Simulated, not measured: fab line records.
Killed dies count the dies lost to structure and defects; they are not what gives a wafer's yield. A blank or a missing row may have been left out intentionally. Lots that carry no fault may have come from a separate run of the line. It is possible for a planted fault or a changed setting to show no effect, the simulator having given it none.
8D (eight disciplines) problem report, filled in by code | flow gf180mcu | the parts of the form that need people (team, actions taken, sign-off) are left out

== 1. WHAT IS WRONG ==
LVPWELL_RS at GF_VT_IMPLANT_RS_MEAS_48 reads a mean of 1259 ohm/sq on 3 wafers of 1 lot; wafers without a fault read 1197 ohm/sq with a standard deviation of 3.3. That is +19 standard deviations from the usual mean.
The step: measures by four-point-probe.
First seen on wafer L196.1, day 12 13:49, on film-metro-03. The record holds 36 wafers of 12 lots with a number at this step. The rule behind "out" and "out of limits": a value lying over 4 standard deviations away from the usual mean. The other wafers with a number count as sound.

== 2. WHAT THIS IS AND IS NOT ==
question                    | is                     | is not
which readings at this step | LVPWELL_RS             | -
which lots                  | L196                   | L178, L180, L181, L184, L185, L186, L187, L189, L195, L200, L201
which wafers of those lots  | all that have a number | -
read on which gauges        | film-metro-03          | film-metro-02, film-metro-04
when                        | from day 12 13:49      | up to then (27 sound wafers); but 6 sound wafers of L200, L201 came after

== 3. THE SUSPECTS, EACH WITH WHAT RULES IT OUT ==
Counting: a tool at a process step up to the reading stays a suspect if it ran every lot that is out and no sound lot after the first of them.
- the gauge at GF_VT_IMPLANT_RS_MEAS_48: kept. All the wafers that are out were read on film-metro-03, and no step on other tools shows them out.
- rie-diel-03 at GF_STI_ETCH_13 (etches the open film in CHF3/O2, stops on Si, target depth 282.31 nm, time 112.9 s): ruled out as a lasting fault. Sound lots L201 ran on it after its first lot that is out, L196 (day 6 00:35).
- rie-si-02 at GF_STI_ETCH_14 (etches Si in HBr/Cl2/O2, target depth 360 nm, time 102.9 s): ruled out as a lasting fault. Sound lots L201 ran on it after its first lot that is out, L196 (day 6 00:40).
- implanter-01 at GF_LVPWELL_IMPLANT_08: kept. It ran the lot that is out, L196 (day 8 02:40), and no sound lot after that; its last sound lot up to then is L189 (day 6 13:41).
- plasma-asher-02 at GF_MVSD_STRIP_10 (strips in O2/N2): ruled out as a lasting fault. Sound lots L201 ran on it after its first lot that is out, L196 (day 8 19:43).
Left after counting: implanter-01 at GF_LVPWELL_IMPLANT_08, film-metro-03 at GF_VT_IMPLANT_RS_MEAS_48.

== 4. THE CAUSE (what the simulator had put in) ==
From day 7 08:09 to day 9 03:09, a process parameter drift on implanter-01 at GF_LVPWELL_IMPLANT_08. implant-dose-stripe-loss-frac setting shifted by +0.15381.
Counting leaves 2 suspects; this tool is one of them.

== 5. SEQUENCE OF EFFECTS, ordered by route ==
One row per reading whose mean, taken over the struck wafers that have a number, lies over 3 standard deviations from the usual. Only readings for which the record gives a usual standard deviation are gone through. hours: the time from each lot's start at the first step in this table that gives one to its start at this step, as a median over the lots. sigmas: the change in usual standard deviations.
hours | step                     | reading    | usual       | on struck wafers | change | sigmas
0     | GF_VT_IMPLANT_RS_MEAS_48 | LVPWELL_RS | 1197 ohm/sq | 1259             | +62    | +19

== 6. WHAT WOULD HAVE CAUGHT IT SOONER ==
The first out-of-limits reading at a measuring or inspecting step in this record came at day 12 13:49, 126 hours after the fault's start at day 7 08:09.
An alarm limit of 4 standard deviations would not have fired on the tool readings at GF_LVPWELL_IMPLANT_08 for which the record gives a usual standard deviation, since none of them was out on any struck wafer.
All the lots that are out (1) had begun GF_LVPWELL_IMPLANT_08 on implanter-01 by day 12 13:49. Holding the tool at that point would not have protected any of them.
